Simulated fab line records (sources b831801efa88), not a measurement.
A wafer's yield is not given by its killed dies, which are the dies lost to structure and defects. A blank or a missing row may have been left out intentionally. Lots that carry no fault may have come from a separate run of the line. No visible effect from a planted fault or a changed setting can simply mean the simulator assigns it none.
fab line records -- flow sky130
record: lots: 24, wafers: 72, last-day: 50
route steps=708 shown VIA2@520 METAL3@534 VIA3@594 VIA4@640
lots that met no fault: from a run of the same line without faults
start-h: the number of hours between the record's first day and the start of the first shown wafer of the lot -- wait-h: time in hours since the lot's previous step -- " identical to the entry in the row above -- L1.1+2: one row covering several wafers at once -- - no value, or no start was given -- * or withheld: withheld -- < > ~ a bound
route shown NAME@n: names a module that has steps shown in the file, with the first one's number in the route -- usual: mean and standard deviation over wafers with no fault -- same: alike in all rows -- chamber/n: place in a boat -- sites: each site's reading -- _std_site: how widely they spread, as a standard deviation -- _edge_site: inner sites' mean taken away from outer sites' mean -- radius-mm: for every site, how far away it sits from the centre of the wafer -- mask NAME#n: copy n -- behind: the most recent tool/chamber to have shaped the wafer -- hold: the reason the lot was held/the length of the hold in hours/how it ended -- device: names the non-switching transistor (n, p or np) -- end of line: the tests these same wafers got at the end of their route -- where a step has no rows: the recipe by itself -- killed: not the wafer's yield, but the dies lost to structure and defects at the first sort -- map: the dies of a wafer, with x for killed, . for not killed, _ for no die there
set.NAME: the setting that was run; set.NAME@STEP: the one run at that earlier step -- model.NAME: the simulator's own value behind a step, which no gauge read
a sample of lots followed through the steps of the route, with each step as a table and each wafer as a row
services: when a tool's chamber went out of use (start-h, in hours from the record's first day, below 0 if earlier), for how many hours, and the reason
== steps ==
step: SKY_VIA2_OVL_MEAS_13
usual: VIA2_OVL: 1/7.3
lot.wafer,tool,chamber,start-h,wait-h,VIA2_OVL[nm]
L074.3,overlay-02,-,852.76,0.1,-10
L074.4,overlay-02,-,852.76,0.1,13
L074.6,overlay-02,-,852.76,0.1,12
L075.2,overlay-01,-,857.62,0.1,-1
L075.3,overlay-01,-,857.62,0.1,-9
L075.5,overlay-01,-,857.62,0.1,-5
L076.2,overlay-01,-,863.06,0.1,-2
L076.4,overlay-01,-,863.06,0.1,10
L076.6,overlay-01,-,863.06,0.1,4
L077.2,overlay-02,-,868.27,0.1,-6
L077.4,overlay-02,-,868.27,0.1,-3
L077.5,overlay-02,-,868.27,0.1,2
L078.1,overlay-02,-,877.66,0.1,-9
L078.2,overlay-02,-,877.66,0.1,1
L078.3,overlay-02,-,877.66,0.1,-10
L079.2,overlay-02,-,885.51,0.1,10
L079.3,overlay-02,-,885.51,0.1,-1
L079.5,overlay-02,-,885.51,0.1,0
L080.1,overlay-02,-,893.91,0.1,-4
L080.4,overlay-02,-,893.91,0.1,8
L080.5,overlay-02,-,893.91,0.1,-10
L081.1,overlay-01,-,913.22,0.1,-6
L081.5,overlay-01,-,913.22,0.1,0
L081.6,overlay-01,-,913.22,0.1,-7
L082.2,overlay-02,-,914.62,0.1,0
L082.3,overlay-02,-,914.62,0.1,-2
L082.5,overlay-02,-,914.62,0.1,-8
L083.1,overlay-01,-,915.17,0.1,6
L083.3,overlay-01,-,915.17,0.1,-2
L083.5,overlay-01,-,915.17,0.1,1
L084.1,overlay-01,-,918.57,0.1,1
L084.4,overlay-01,-,918.57,0.1,13
L084.6,overlay-01,-,918.57,0.1,2
L085.1,overlay-01,-,927.80,0.1,11
L085.4,overlay-01,-,927.80,0.1,-2
L085.5,overlay-01,-,927.80,0.1,7
L086.1,overlay-01,-,935.62,0.1,11
L086.3,overlay-01,-,935.62,0.1,5
L086.4,overlay-01,-,935.62,0.1,-6
L087.1,overlay-01,-,948.85,0.1,-1
L087.2,overlay-01,-,948.85,0.1,4
L087.3,overlay-01,-,948.85,0.1,-1
L088.1,overlay-02,-,949.55,0.1,-4
L088.4,overlay-02,-,949.55,0.1,-6
L088.6,overlay-02,-,949.55,0.1,-4
L089.1,overlay-02,-,957.70,0.1,-1
L089.2,overlay-02,-,957.70,0.1,-9
L089.4,overlay-02,-,957.70,0.1,-9
L090.1,overlay-01,-,961.95,0.1,8
L090.2,overlay-01,-,961.95,0.1,4
L090.5,overlay-01,-,961.95,0.1,7
L091.1,overlay-01,-,972.65,0.1,-2
L091.2,overlay-01,-,972.65,0.1,13
L091.3,overlay-01,-,972.65,0.1,-3
L092.2,overlay-01,-,978.67,0.1,7
L092.3,overlay-01,-,978.67,0.1,-13
L092.5,overlay-01,-,978.67,0.1,-8
L093.1,overlay-02,-,981.01,0.1,0
L093.2,overlay-02,-,981.01,0.1,14
L093.3,overlay-02,-,981.01,0.1,9
L094.2,overlay-01,-,989.17,0.1,-4
L094.3,overlay-01,-,989.17,0.1,-12
L094.4,overlay-01,-,989.17,0.1,2
L095.1,overlay-01,-,997.90,0.1,8
L095.3,overlay-01,-,997.90,0.1,8
L095.4,overlay-01,-,997.90,0.1,-2
L096.2,overlay-02,-,1001.86,0.1,4
L096.3,overlay-02,-,1001.86,0.1,-6
L096.5,overlay-02,-,1001.86,0.1,-11
L097.1,overlay-02,-,1008.96,0.1,10
L097.5,overlay-02,-,1008.96,0.1,14
L097.6,overlay-02,-,1008.96,0.1,7
step: SKY_VIA2_ETCH_14
recipe: chemistry: N2/H2, target: BARC, ion-energy-ev: 200, source-w: 500, bias-w: 100, pressure-mtorr: 30, n2-flow-sccm: 100, h2-flow-sccm: 200, stop-on: SiO2, time-s: 45.9, target-depth-a: 600
usual: drypump-motor-current-A: 5.7/0.47, oes-product-au: 0.855/0.0048, throttle-valve-pct: 13.225/0.0085
lot.wafer,tool,chamber,start-h,wait-h,drypump-motor-current-A,oes-product-au,rf-hours-counter-h,throttle-valve-pct
L074.3,rie-diel-04,1,852.79,0.0,5.2,0.858,6,13.231
L074.4,rie-diel-04,2,852.79,0.0,5.6,0.853,18,13.230
L074.6,rie-diel-04,0,852.79,0.0,4.8,0.859,-,13.207
L075.2,rie-diel-04,0,857.65,0.0,4.8,0.853,19,13.224
L075.3,rie-diel-04,3,857.65,0.0,5.5,0.856,26,13.245
L075.5,rie-diel-04,2,857.65,0.0,5.6,0.859,-,13.228
L076.2,rie-diel-03,0,863.09,0.0,6.6,0.861,12,13.221
L076.4,rie-diel-03,3,863.09,0.0,5.7,0.861,12,13.218
L076.6,rie-diel-03,0,863.09,0.0,6.6,0.856,-,13.222
L077.2,rie-diel-01,3,868.30,0.0,6.0,0.853,1,13.224
L077.4,rie-diel-01,0,868.30,0.0,5.7,0.849,10,13.231
L077.5,rie-diel-01,2,868.30,0.0,6.0,0.856,-,13.228
L078.1,rie-diel-03,0,877.70,0.0,6.6,0.851,13,13.223
L078.2,rie-diel-03,2,877.70,0.0,6.0,0.862,25,13.222
L078.3,rie-diel-03,1,877.70,0.0,6.3,0.859,8,13.226
L079.2,rie-diel-01,3,885.54,0.0,6.0,0.855,1,13.230
L079.3,rie-diel-01,2,885.54,0.0,6.0,0.858,9,13.208
L079.5,rie-diel-01,2,885.54,0.0,6.0,0.859,-,13.227
L080.1,rie-diel-03,0,893.95,0.0,6.6,0.857,13,13.206
L080.4,rie-diel-03,1,893.95,0.0,6.2,0.861,9,13.231
L080.5,rie-diel-03,1,893.95,0.0,6.3,0.857,-,13.226
L081.1,rie-diel-03,0,913.25,0.0,6.6,0.852,14,13.214
L081.5,rie-diel-03,3,913.25,0.0,5.7,0.852,-,13.234
L081.6,rie-diel-03,0,913.25,0.0,6.6,0.856,-,13.234
L082.2,rie-diel-03,2,914.65,0.0,6.0,0.852,27,13.226
L082.3,rie-diel-03,0,914.65,0.0,6.6,0.849,14,13.216
L082.5,rie-diel-03,0,914.65,0.0,6.6,0.853,-,13.235
L083.1,rie-diel-04,1,915.20,0.0,5.1,0.860,8,13.222
L083.3,rie-diel-04,3,915.20,0.0,5.5,0.852,28,13.217
L083.5,rie-diel-04,1,915.20,0.0,5.1,0.847,-,13.216
L084.1,rie-diel-03,2,918.60,0.0,6.0,0.855,27,13.232
L084.4,rie-diel-03,1,918.60,0.0,6.2,0.855,10,13.225
L084.6,rie-diel-03,2,918.60,0.0,6.0,0.861,-,13.217
L085.1,rie-diel-04,2,927.84,0.0,5.6,0.871,21,13.217
L085.4,rie-diel-04,0,927.84,0.0,4.8,0.856,-,13.223
L085.5,rie-diel-04,2,927.84,0.0,5.6,0.858,-,13.241
L086.1,rie-diel-01,3,935.65,0.0,5.9,0.850,2,13.232
L086.3,rie-diel-01,0,935.65,0.0,5.7,0.858,12,13.245
L086.4,rie-diel-01,2,935.65,0.0,6.0,0.848,10,13.215
L087.1,rie-diel-04,1,948.89,0.0,5.1,0.856,9,13.219
L087.2,rie-diel-04,2,948.89,0.0,5.6,0.858,21,13.236
L087.3,rie-diel-04,0,948.89,0.0,4.8,0.859,22,13.227
L088.1,rie-diel-01,1,949.59,0.0,5.3,0.851,9,13.233
L088.4,rie-diel-01,2,949.59,0.0,6.0,0.857,10,13.216
L088.6,rie-diel-01,2,949.59,0.0,6.0,0.864,-,13.231
L089.1,rie-diel-04,2,957.74,0.0,5.6,0.846,22,13.221
L089.2,rie-diel-04,3,957.74,0.0,5.5,0.860,0,13.235
L089.4,rie-diel-04,0,957.74,0.0,4.8,0.852,22,13.230
L090.1,rie-diel-01,0,961.99,0.0,5.7,0.861,12,13.221
L090.2,rie-diel-01,3,961.99,0.0,5.9,0.859,3,13.223
L090.5,rie-diel-01,0,961.99,0.0,5.7,0.854,-,13.212
L091.1,rie-diel-03,1,972.69,0.0,6.2,0.851,11,13.238
L091.2,rie-diel-03,0,972.69,0.0,6.6,0.858,16,13.209
L091.3,rie-diel-03,3,972.69,0.0,5.7,0.857,16,13.223
L092.2,rie-diel-03,1,978.70,0.0,6.2,0.851,12,13.223
L092.3,rie-diel-03,3,978.70,0.0,5.7,0.855,16,13.235
L092.5,rie-diel-03,3,978.70,0.0,5.7,0.859,-,13.235
L093.1,rie-diel-01,2,981.05,0.0,6.0,0.854,11,13.226
L093.2,rie-diel-01,1,981.05,0.0,5.4,0.855,10,13.220
L093.3,rie-diel-01,0,981.05,0.0,5.8,0.858,13,13.221
L094.2,rie-diel-01,3,989.20,0.0,6.0,0.864,4,13.217
L094.3,rie-diel-01,1,989.20,0.0,5.3,0.852,10,13.214
L094.4,rie-diel-01,2,989.20,0.0,6.0,0.860,11,13.229
L095.1,rie-diel-04,0,997.94,0.0,4.8,0.856,23,13.220
L095.3,rie-diel-04,2,997.94,0.0,5.6,0.856,24,13.225
L095.4,rie-diel-04,2,997.94,0.0,5.6,0.860,-,13.220
L096.2,rie-diel-01,0,1001.89,0.0,5.7,0.852,13,13.229
L096.3,rie-diel-01,2,1001.89,0.0,6.0,0.860,12,13.236
L096.5,rie-diel-01,2,1001.89,0.0,6.0,0.853,-,13.235
L097.1,rie-diel-03,1,1009.00,0.0,6.3,0.854,13,13.237
L097.5,rie-diel-03,2,1009.00,0.0,6.0,0.864,-,13.231
L097.6,rie-diel-03,1,1009.00,0.0,6.3,0.855,-,13.226
step: SKY_METAL3_SPUTTER_02
recipe: material: AlCu, target-thk-nm: 735, power-w: 10600, time-s: 39.1, chamber-pressure-pa: 0.4
usual: chamber-pressure-pa: 0.4000/0.00083, throttle-valve-pct: 29.6/0.71
lot.wafer,tool,chamber,start-h,wait-h,chamber-pressure-pa,throttle-valve-pct
L074.3,pvd-sputter-03,-,854.22,0.0,0.4017,30.1
L074.4,pvd-sputter-03,-,854.22,0.0,0.3994,28.8
L074.6,pvd-sputter-03,-,854.22,0.0,0.3994,30.3
L075.2,pvd-sputter-04,-,859.21,0.0,0.4013,30.4
L075.3,pvd-sputter-04,-,859.21,0.0,0.4006,30.5
L075.5,pvd-sputter-04,-,859.21,0.0,0.3996,29.5
L076.2,pvd-sputter-04,-,864.51,0.0,0.3994,29.0
L076.4,pvd-sputter-04,-,864.51,0.0,0.4000,29.7
L076.6,pvd-sputter-04,-,864.51,0.0,0.4004,30.2
L077.2,pvd-sputter-03,-,869.79,0.0,0.4004,28.6
L077.4,pvd-sputter-03,-,869.79,0.0,0.4011,30.5
L077.5,pvd-sputter-03,-,869.79,0.0,0.4005,28.6
L078.1,pvd-sputter-03,-,879.25,0.0,0.3999,29.0
L078.2,pvd-sputter-03,-,879.25,0.0,0.4002,28.8
L078.3,pvd-sputter-03,-,879.25,0.0,0.3996,30.2
L079.2,pvd-sputter-01,-,886.95,0.0,0.3986,30.3
L079.3,pvd-sputter-01,-,886.95,0.0,0.4006,28.9
L079.5,pvd-sputter-01,-,886.95,0.0,0.3998,29.9
L080.1,pvd-sputter-01,-,895.36,0.0,0.3991,29.7
L080.4,pvd-sputter-01,-,895.36,0.0,0.4006,29.1
L080.5,pvd-sputter-01,-,895.36,0.0,0.4012,29.3
L081.1,pvd-sputter-04,-,914.82,0.0,0.3993,30.3
L081.5,pvd-sputter-04,-,914.82,0.0,0.4001,30.5
L081.6,pvd-sputter-04,-,914.82,0.0,0.3993,30.2
L082.2,pvd-sputter-01,-,916.25,0.0,0.4009,30.3
L082.3,pvd-sputter-01,-,916.25,0.0,0.4011,28.5
L082.5,pvd-sputter-01,-,916.25,0.0,0.4002,28.5
L083.1,pvd-sputter-04,-,916.81,0.0,0.4010,29.0
L083.3,pvd-sputter-04,-,916.81,0.0,0.4007,30.0
L083.5,pvd-sputter-04,-,916.81,0.0,0.4010,30.2
L084.1,pvd-sputter-01,-,920.03,0.0,0.3988,28.6
L084.4,pvd-sputter-01,-,920.03,0.0,0.3998,30.3
L084.6,pvd-sputter-01,-,920.03,0.0,0.3987,28.7
L085.1,pvd-sputter-01,-,929.25,0.0,0.4010,28.6
L085.4,pvd-sputter-01,-,929.25,0.0,0.4007,30.2
L085.5,pvd-sputter-01,-,929.25,0.0,0.4004,28.4
L086.1,pvd-sputter-03,-,937.08,0.0,0.4008,30.1
L086.3,pvd-sputter-03,-,937.08,0.0,0.3999,28.4
L086.4,pvd-sputter-03,-,937.08,0.0,0.4004,30.2
L087.1,pvd-sputter-01,-,950.30,0.0,0.4000,30.2
L087.2,pvd-sputter-01,-,950.30,0.0,0.4005,28.4
L087.3,pvd-sputter-01,-,950.30,0.0,0.4003,29.9
L088.1,pvd-sputter-04,-,951.03,0.0,0.4008,29.7
L088.4,pvd-sputter-04,-,951.03,0.0,0.4008,29.1
L088.6,pvd-sputter-04,-,951.03,0.0,0.4006,30.4
L089.1,pvd-sputter-04,-,959.16,0.0,0.4006,30.3
L089.2,pvd-sputter-04,-,959.16,0.0,0.4006,29.1
L089.4,pvd-sputter-04,-,959.16,0.0,0.4004,30.5
L090.1,pvd-sputter-03,-,963.47,0.0,0.3998,30.3
L090.2,pvd-sputter-03,-,963.47,0.0,0.3986,29.9
L090.5,pvd-sputter-03,-,963.47,0.0,0.4001,29.3
L091.1,pvd-sputter-03,-,974.15,0.0,0.3995,28.8
L091.2,pvd-sputter-03,-,974.15,0.0,0.3990,30.1
L091.3,pvd-sputter-03,-,974.15,0.0,0.3978,29.0
L092.2,pvd-sputter-04,-,980.11,0.0,0.4010,29.8
L092.3,pvd-sputter-04,-,980.11,0.0,0.3988,30.6
L092.5,pvd-sputter-04,-,980.11,0.0,0.3990,29.3
L093.1,pvd-sputter-01,-,982.48,0.0,0.4008,28.8
L093.2,pvd-sputter-01,-,982.48,0.0,0.3994,30.3
L093.3,pvd-sputter-01,-,982.48,0.0,0.4000,29.8
L094.2,pvd-sputter-04,-,990.65,0.0,0.4011,29.6
L094.3,pvd-sputter-04,-,990.65,0.0,0.4001,29.1
L094.4,pvd-sputter-04,-,990.65,0.0,0.3996,30.6
L095.1,pvd-sputter-01,-,999.37,0.0,0.4001,30.3
L095.3,pvd-sputter-01,-,999.37,0.0,0.3994,29.8
L095.4,pvd-sputter-01,-,999.37,0.0,0.3993,28.4
L096.2,pvd-sputter-01,-,1003.34,0.0,0.3984,30.3
L096.3,pvd-sputter-01,-,1003.34,0.0,0.3998,29.9
L096.5,pvd-sputter-01,-,1003.34,0.0,0.3996,28.9
L097.1,pvd-sputter-01,-,1010.42,0.0,0.4016,28.2
L097.5,pvd-sputter-01,-,1010.42,0.0,0.4014,29.0
L097.6,pvd-sputter-01,-,1010.42,0.0,0.4012,28.1
step: SKY_VIA3_CVD_21
recipe: material: W, target-thk-nm: 390, time-s: 117.31, temp-c: 400, pressure-torr: 40
usual: heater-power-w: 795/91
lot.wafer,tool,chamber,start-h,wait-h,heater-power-w
L074.3,cvd-w-01,0,934.38,0.1,840
L074.4,cvd-w-01,1,934.38,0.1,988
L074.6,cvd-w-01,0,934.38,0.1,827
L075.2,cvd-w-01,1,938.97,0.0,977
L075.3,cvd-w-01,0,938.97,0.0,824
L075.5,cvd-w-01,0,938.97,0.0,830
L076.2,cvd-w-02,0,943.37,0.0,695
L076.4,cvd-w-02,1,943.37,0.0,808
L076.6,cvd-w-02,0,943.37,0.0,671
L077.2,cvd-w-02,1,948.36,0.0,803
L077.4,cvd-w-02,0,948.36,0.0,693
L077.5,cvd-w-02,1,948.36,0.0,812
L078.1,cvd-w-02,0,957.31,0.0,699
L078.2,cvd-w-02,1,957.31,0.0,801
L078.3,cvd-w-02,1,957.31,0.0,816
L079.2,cvd-w-02,1,964.06,0.0,808
L079.3,cvd-w-02,1,964.06,0.0,803
L079.5,cvd-w-02,0,964.06,0.0,693
L080.1,cvd-w-02,0,971.74,0.0,666
L080.4,cvd-w-02,0,971.74,0.0,674
L080.5,cvd-w-02,1,971.74,0.0,798
L081.1,cvd-w-02,0,990.90,0.0,697
L081.5,cvd-w-02,0,990.90,0.0,701
L081.6,cvd-w-02,1,990.90,0.0,834
L082.2,cvd-w-02,1,991.29,0.0,799
L082.3,cvd-w-02,0,991.29,0.0,705
L082.5,cvd-w-02,1,991.29,0.0,831
L083.1,cvd-w-02,1,992.31,0.0,836
L083.3,cvd-w-02,1,992.31,0.0,789
L083.5,cvd-w-02,1,992.31,0.0,808
L084.1,cvd-w-02,1,995.22,0.0,828
L084.4,cvd-w-02,0,995.22,0.0,694
L084.6,cvd-w-02,0,995.22,0.0,701
L085.1,cvd-w-02,0,1004.69,0.0,691
L085.4,cvd-w-02,1,1004.69,0.0,813
L085.5,cvd-w-02,0,1004.69,0.0,702
L086.1,cvd-w-02,0,1011.90,0.0,695
L086.3,cvd-w-02,0,1011.90,0.0,700
L086.4,cvd-w-02,1,1011.90,0.0,828
L087.1,cvd-w-02,0,1024.15,0.0,695
L087.2,cvd-w-02,1,1024.15,0.0,813
L087.3,cvd-w-02,0,1024.15,0.0,684
L088.1,cvd-w-01,1,1024.35,0.0,947
L088.4,cvd-w-01,1,1024.35,0.0,996
L088.6,cvd-w-01,0,1024.35,0.0,830
L089.1,cvd-w-01,1,1032.82,0.0,951
L089.2,cvd-w-01,0,1032.82,0.0,862
L089.4,cvd-w-01,0,1032.82,0.0,833
L090.1,cvd-w-02,0,1036.57,0.0,680
L090.2,cvd-w-02,1,1036.57,0.0,815
L090.5,cvd-w-02,1,1036.57,0.0,823
L091.1,cvd-w-01,0,1045.82,0.0,847
L091.2,cvd-w-01,1,1045.82,0.0,964
L091.3,cvd-w-01,1,1045.82,0.0,963
L092.2,cvd-w-01,0,1052.91,0.0,844
L092.3,cvd-w-01,0,1052.91,0.0,833
L092.5,cvd-w-01,1,1052.91,0.0,966
L093.1,cvd-w-02,1,1054.29,0.0,824
L093.2,cvd-w-02,0,1054.29,0.0,694
L093.3,cvd-w-02,0,1054.29,0.0,682
L094.2,cvd-w-02,0,1060.85,0.0,677
L094.3,cvd-w-02,1,1060.85,0.0,792
L094.4,cvd-w-02,0,1060.85,0.0,692
L095.1,cvd-w-02,0,1069.44,0.0,708
L095.3,cvd-w-02,1,1069.44,0.0,833
L095.4,cvd-w-02,0,1069.44,0.0,694
L096.2,cvd-w-01,1,1075.80,0.0,974
L096.3,cvd-w-01,1,1075.80,0.0,965
L096.5,cvd-w-01,0,1075.80,0.0,834
L097.1,cvd-w-02,0,1080.94,0.0,706
L097.5,cvd-w-02,1,1080.94,0.0,800
L097.6,cvd-w-02,0,1080.94,0.0,697
step: SKY_VIA4_THK_MEAS_01
recipe: reads: SiO2_of_VIA4_HDPCVD_00
usual: VIA4_HDPCVD_THK: 1750/16
lot.wafer,tool,chamber,start-h,wait-h,VIA4_HDPCVD_THK[nm]
L074.3,film-metro-03,-,985.32,0.1,1756
L074.4,film-metro-03,-,985.32,0.1,1747
L074.6,film-metro-03,-,985.32,0.1,1738
L075.2,film-metro-01,-,989.76,0.1,1740
L075.3,film-metro-01,-,989.76,0.1,1777
L075.5,film-metro-01,-,989.76,0.1,1743
L076.2,film-metro-03,-,993.50,0.1,1720
L076.4,film-metro-03,-,993.50,0.1,1743
L076.6,film-metro-03,-,993.50,0.1,1727
L077.2,film-metro-03,-,998.98,0.1,1740
L077.4,film-metro-03,-,998.98,0.1,1750
L077.5,film-metro-03,-,998.98,0.1,1758
L078.1,film-metro-03,-,1007.26,0.1,1747
L078.2,film-metro-03,-,1007.26,0.1,1743
L078.3,film-metro-03,-,1007.26,0.1,1781
L079.2,film-metro-03,-,1014.06,0.1,1754
L079.3,film-metro-03,-,1014.06,0.1,1746
L079.5,film-metro-03,-,1014.06,0.1,1770
L080.1,film-metro-03,-,1020.77,0.1,1732
L080.4,film-metro-03,-,1020.77,0.1,1755
L080.5,film-metro-03,-,1020.77,0.1,1756
L081.1,film-metro-03,-,1039.75,0.1,1760
L081.5,film-metro-03,-,1039.75,0.1,1730
L081.6,film-metro-03,-,1039.75,0.1,1719
L082.2,film-metro-03,-,1040.62,0.1,1732
L082.3,film-metro-03,-,1040.62,0.1,1734
L082.5,film-metro-03,-,1040.62,0.1,1708
L083.1,film-metro-04,-,1040.63,0.1,1750
L083.3,film-metro-04,-,1040.63,0.1,1737
L083.5,film-metro-04,-,1040.63,0.1,1746
L084.1,film-metro-01,-,1042.94,0.1,1745
L084.4,film-metro-01,-,1042.94,0.1,1754
L084.6,film-metro-01,-,1042.94,0.1,1771
L085.1,film-metro-03,-,1053.39,0.1,1778
L085.4,film-metro-03,-,1053.39,0.1,1766
L085.5,film-metro-03,-,1053.39,0.1,1770
L086.1,film-metro-04,-,1060.07,0.1,1766
L086.3,film-metro-04,-,1060.07,0.1,1744
L086.4,film-metro-04,-,1060.07,0.1,1755
L087.1,film-metro-04,-,1071.76,0.1,1750
L087.2,film-metro-04,-,1071.76,0.1,1773
L087.3,film-metro-04,-,1071.76,0.1,1756
L088.1,film-metro-04,-,1071.85,0.1,1749
L088.4,film-metro-04,-,1071.85,0.1,1750
L088.6,film-metro-04,-,1071.85,0.1,1734
L089.1,film-metro-01,-,1080.10,0.1,1724
L089.2,film-metro-01,-,1080.10,0.1,1752
L089.4,film-metro-01,-,1080.10,0.1,1719
L090.1,film-metro-01,-,1082.84,0.1,1753
L090.2,film-metro-01,-,1082.84,0.1,1753
L090.5,film-metro-01,-,1082.84,0.1,1750
L091.1,film-metro-01,-,1091.40,0.1,1774
L091.2,film-metro-01,-,1091.40,0.1,1783
L091.3,film-metro-01,-,1091.40,0.1,1760
L092.2,film-metro-03,-,1097.53,0.1,1748
L092.3,film-metro-03,-,1097.53,0.1,1720
L092.5,film-metro-03,-,1097.53,0.1,1749
L093.1,film-metro-03,-,1098.45,0.1,1731
L093.2,film-metro-03,-,1098.45,0.1,1763
L093.3,film-metro-03,-,1098.45,0.1,1776
L094.2,film-metro-04,-,1104.87,0.1,1717
L094.3,film-metro-04,-,1104.87,0.1,1739
L094.4,film-metro-04,-,1104.87,0.1,1725
L095.1,film-metro-01,-,1113.26,0.1,1736
L095.3,film-metro-01,-,1113.26,0.1,1764
L095.4,film-metro-01,-,1113.26,0.1,1738
L096.2,film-metro-03,-,1118.21,0.1,1768
L096.3,film-metro-03,-,1118.21,0.1,1773
L096.5,film-metro-03,-,1118.21,0.1,1779
L097.1,film-metro-03,-,1122.51,0.1,1747
L097.5,film-metro-03,-,1122.51,0.1,1764
L097.6,film-metro-03,-,1122.51,0.1,1763
step: SKY_VIA4_CMP_02
recipe: material: SiO2, down-force-psi: 4, platen-rpm: 60, pad-velocity-m-s: 0.94248
usual: motor-current-A: 12.0/1
lot.wafer,tool,chamber,start-h,wait-h,motor-current-A
L074.4,cmp-02,3,985.36,0.0,12.0
L074.3,cmp-02,0,985.36,0.0,10.8
L074.6,cmp-02,3,985.36,0.0,11.6
L075.2,cmp-02,2,989.86,0.1,10.8
L075.3,cmp-02,0,989.86,0.1,10.2
L075.5,cmp-02,2,989.86,0.1,11.4
L076.2,cmp-01,2,993.56,0.1,12.9
L076.4,cmp-01,0,993.56,0.1,13.0
L076.6,cmp-01,2,993.56,0.1,12.0
L077.4,cmp-02,2,999.16,0.1,10.8
L077.2,cmp-02,0,999.16,0.1,10.4
L077.5,cmp-02,1,999.16,0.1,14.1
L078.3,cmp-02,2,1007.32,0.0,11.0
L078.2,cmp-02,3,1007.32,0.0,11.6
L078.1,cmp-02,1,1007.32,0.0,14.9
L079.2,cmp-01,2,1014.11,0.0,12.4
L079.3,cmp-01,1,1014.11,0.0,11.2
L079.5,cmp-01,2,1014.11,0.0,12.3
L080.4,cmp-01,3,1020.88,0.1,12.8
L080.1,cmp-01,0,1020.88,0.1,12.6
L080.5,cmp-01,2,1020.88,0.1,11.9
L081.1,cmp-02,1,1039.91,0.1,14.0
L081.5,cmp-02,3,1039.91,0.1,11.7
L081.6,cmp-02,0,1039.91,0.1,10.6
L082.3,cmp-01,1,1040.67,0.0,10.7
L082.2,cmp-01,3,1040.67,0.0,12.5
L082.5,cmp-01,1,1040.67,0.0,10.5
L083.1,cmp-02,2,1040.74,0.1,11.1
L083.3,cmp-02,0,1040.74,0.1,10.3
L083.5,cmp-02,2,1040.74,0.1,11.2
L084.4,cmp-01,3,1043.00,0.0,12.3
L084.1,cmp-01,0,1043.00,0.0,12.4
L084.6,cmp-01,3,1043.00,0.0,12.5
L085.4,cmp-01,3,1053.55,0.1,13.1
L085.1,cmp-01,0,1053.55,0.1,12.3
L085.5,cmp-01,2,1053.55,0.1,11.8
L086.3,cmp-01,3,1060.18,0.1,13.3
L086.1,cmp-01,0,1060.18,0.1,12.1
L086.4,cmp-01,1,1060.18,0.1,10.9
L087.1,cmp-01,0,1071.87,0.1,12.7
L087.2,cmp-01,1,1071.87,0.1,11.1
L087.3,cmp-01,2,1071.87,0.1,12.5
L088.1,cmp-02,0,1071.96,0.1,11.0
L088.4,cmp-02,1,1071.96,0.1,14.1
L088.6,cmp-02,3,1071.96,0.1,11.2
L089.2,cmp-01,1,1080.21,0.1,11.3
L089.1,cmp-01,2,1080.21,0.1,12.1
L089.4,cmp-01,3,1080.21,0.1,12.0
L090.2,cmp-01,2,1083.72,0.9,11.7
L090.1,cmp-01,0,1083.72,0.9,13.1
L090.5,cmp-01,2,1083.72,0.9,12.4
L091.3,cmp-01,0,1092.17,0.7,12.9
L091.1,cmp-01,1,1092.17,0.7,11.1
L091.2,cmp-01,3,1092.17,0.7,12.2
L092.2,cmp-01,1,1097.63,0.1,11.1
L092.3,cmp-01,3,1097.63,0.1,12.8
L092.5,cmp-01,1,1097.63,0.1,11.1
L093.2,cmp-01,2,1098.56,0.1,12.5
L093.1,cmp-01,3,1098.56,0.1,13.0
L093.3,cmp-01,0,1098.56,0.1,13.3
L094.4,cmp-01,1,1104.92,0.0,11.2
L094.2,cmp-01,2,1104.92,0.0,12.5
L094.3,cmp-01,0,1104.92,0.0,12.4
L095.1,cmp-02,0,1113.32,0.1,10.3
L095.3,cmp-02,2,1113.32,0.1,11.0
L095.4,cmp-02,3,1113.32,0.1,11.3
L096.2,cmp-01,0,1118.81,0.6,12.6
L096.3,cmp-01,1,1118.81,0.6,10.8
L096.5,cmp-01,0,1118.81,0.6,13.2
L097.1,cmp-01,0,1123.76,1.2,12.1
L097.5,cmp-01,1,1123.76,1.2,11.0
L097.6,cmp-01,2,1123.76,1.2,11.7
== services ==
tool,chamber,start-h,hours,kind
rie-diel-03,0,838.08,2.6,repair
rie-diel-01,0,848.14,2.0,repair
cmp-02,-,849.84,2.2,repair
pvd-sputter-04,-,849.85,2.1,repair
cvd-w-02,1,856.37,4.1,repair
rie-diel-03,1,865.74,8.0,repair
cvd-w-02,0,872.98,7.2,repair
rie-diel-03,0,883.08,4.6,repair
rie-diel-01,-,888.77,4.3,pm
cvd-w-02,-,904.00,14.0,pm
cmp-01,-,913.03,0.5,repair
rie-diel-03,1,913.54,3.3,repair
cmp-01,-,927.67,1.3,repair
rie-diel-03,0,960.10,11.7,repair
rie-diel-03,3,967.53,3.3,repair
pvd-sputter-01,-,967.80,4.0,repair
cmp-01,-,1001.60,0.6,repair
cmp-01,-,1003.63,0.8,repair
cvd-w-02,0,1017.74,3.4,repair
cmp-01,-,1030.64,0.8,repair
cmp-01,-,1053.99,0.3,repair
cmp-01,-,1054.85,2.2,repair
cmp-01,-,1084.27,4.0,pm
cmp-01,-,1085.97,0.5,repair
== key ==
fault none
